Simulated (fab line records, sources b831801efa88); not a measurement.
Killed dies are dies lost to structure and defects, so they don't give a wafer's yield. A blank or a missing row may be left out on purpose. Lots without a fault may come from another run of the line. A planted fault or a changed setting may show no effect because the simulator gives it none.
Which tool did it? | flow gf180mcu | 6 lots, 18 wafers sampled, at 3 steps of a route of 602

WHAT THE GAUGES READ, wafer by wafer
GF_NSD_CD_MEAS_07: target cd 400 nm.
lot  | measured     | on        | cd_nm (nm)
L539 | day 14 04:48 | cd_sem-02 | 398.6 399.8 401.8
L541 | day 15 01:21 | cd_sem-02 | 400.0 400.5 405.5
L544 | day 16 00:06 | cd_sem-01 | 400.7 400.2 398.1
L549 | day 17 19:14 | cd_sem-01 | - - -
L553 | day 19 08:45 | cd_sem-01 | 401.8 400.1 401.2
L558 | day 20 22:16 | cd_sem-01 | 398.6 398.5 398.3

WHICH TOOL RAN EACH LOT (tool, then ch and the chambers of the sampled wafers, then the start)
lot  | GF_POLY_GATE_STRIP_14                | GF_NSD_EXPOSE_04
L539 | plasma_asher-02 ch 0, day 9 23:49    | iline_stepper-02 ch 0, day 13 19:11
L541 | plasma_asher-02 ch 0,1, day 10 16:46 | iline_stepper-02 ch 0, day 14 15:04
L544 | plasma_asher-02 ch 0,1, day 11 11:19 | iline_stepper-01 ch 0, day 15 13:39
L549 | plasma_asher-02 ch 0,1, day 13 00:52 | iline_stepper-01 ch 0, day 17 08:02
L553 | plasma_asher-02 ch 0,1, day 14 08:43 | iline_stepper-01 ch 0, day 18 20:36
L558 | plasma_asher-04 ch 0,1, day 15 17:10 | iline_stepper-01 ch 0, day 20 10:05
- GF_POLY_GATE_STRIP_14: strips in O2/N2.
- GF_NSD_EXPOSE_04: exposes mask Nplus, target cd 400 nm.

THE ANSWER, worked out from the rows above alone
Rule: what is usual is taken from the lots themselves. Put in order of their means at a reading, lots are off if they are a third of the lots or fewer, leave a main group of 4 or more, and stand apart from it by a gap of 3 or more times the standard deviation of the main group's means; of several such gaps the widest counts. A main group whose means are all the same, to the digits that the tables above print for the reading, isn't used. A lot without any number at a reading at which 4 lots or more have one is off too. The other lots that the step has rows for count as sound.
Off: L549, at GF_NSD_CD_MEAS_07 (cd_nm). Without a number there: L549. The main group: mean 400.2 nm, standard deviation 1.2.
A tool fits if, at a process step before that reading, it ran every lot that is off, and no sound lot after the first of them. The gauges at GF_NSD_CD_MEAS_07 are tried like those tools. None of those tried fits.

WHAT THE SIMULATOR HAD PUT IN
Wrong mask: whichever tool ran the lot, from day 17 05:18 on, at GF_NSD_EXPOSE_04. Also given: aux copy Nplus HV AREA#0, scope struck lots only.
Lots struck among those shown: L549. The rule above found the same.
